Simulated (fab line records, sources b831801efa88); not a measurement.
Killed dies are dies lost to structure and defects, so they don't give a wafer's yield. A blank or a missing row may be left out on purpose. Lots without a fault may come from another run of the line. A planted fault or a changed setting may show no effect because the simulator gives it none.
One fault seen from 2 desks | flow gf180mcu | each desk has only its own numbers; what lay behind them comes last

THE METROLOGY DESK
What the gauges read, lot by lot, whatever tool the lot ran on: means of the sampled wafers that have a number. A lot is out of limits, marked OUT, if its mean lies more than 4 standard deviations from the usual mean; the brackets give that distance.
Columns: A = SALICIDE_TIN_RS at GF_SALICIDE_RS_MEAS_04, usual 16.4 ohm/sq
lot  | first seen here | A
L493 | day 16 01:39    | 17.0
L495 | day 16 09:02    | 16.2
L496 | day 16 18:59    | 16.5
L497 | day 16 23:12    | 16.4
L498 | day 17 16:57    | 16.4
L499 | day 17 19:14    | 16.1
L500 | day 18 06:56    | 16.0
L503 | day 19 13:24    | 16.3
L505 | day 20 00:24    | 16.2
L508 | day 21 04:34    | 16.2
L509 | day 21 06:52    | 16.7
L511 | day 21 21:49    | 16.2
L513 | day 22 16:31    | 16.6
L514 | day 23 00:03    | 16.3
This desk's finding: nothing out of limits on any of the 14 lots.

THE TOOL OWNER'S DESK: lpcvd-01
The tool's own readings at GF_POLY_GATE_CVD_00 (deposits poly-Si, target thk 200 nm, time 1200 s): means of the sampled wafers that have a number, for each lot that ran on this tool. A lot is out of limits, marked OUT, if its mean lies more than 4 standard deviations from the usual mean; the brackets give that distance.
Columns: A = susceptor_temp_C at GF_POLY_GATE_CVD_00, usual 620.08 C; B = zone_power_top_pct at GF_POLY_GATE_CVD_00, usual 19.3 %; C = zone_power_upper_pct at GF_POLY_GATE_CVD_00, usual 8.5 %
lot  | first seen here | A      | B    | C
L493 | day 9 04:22     | 620.38 | 19.5 | 7.8
L495 | day 9 11:59     | 620.14 | 19.7 | 7.9
L498 | day 10 09:55    | 619.77 | 21.3 | 8.0
L505 | day 12 08:59    | 620.04 | 21.1 | 8.1
L508 | day 13 05:53    | 620.23 | 19.7 | 7.9
L509 | day 13 10:04    | 619.78 | 21.3 | 8.0
This desk's finding: nothing out of limits on any of the 6 lots.

PUT TOGETHER
The metrology desk saw nothing out of limits.
The tool owner's desk saw nothing out of limits.

WHAT THE SIMULATOR HAD PUT IN
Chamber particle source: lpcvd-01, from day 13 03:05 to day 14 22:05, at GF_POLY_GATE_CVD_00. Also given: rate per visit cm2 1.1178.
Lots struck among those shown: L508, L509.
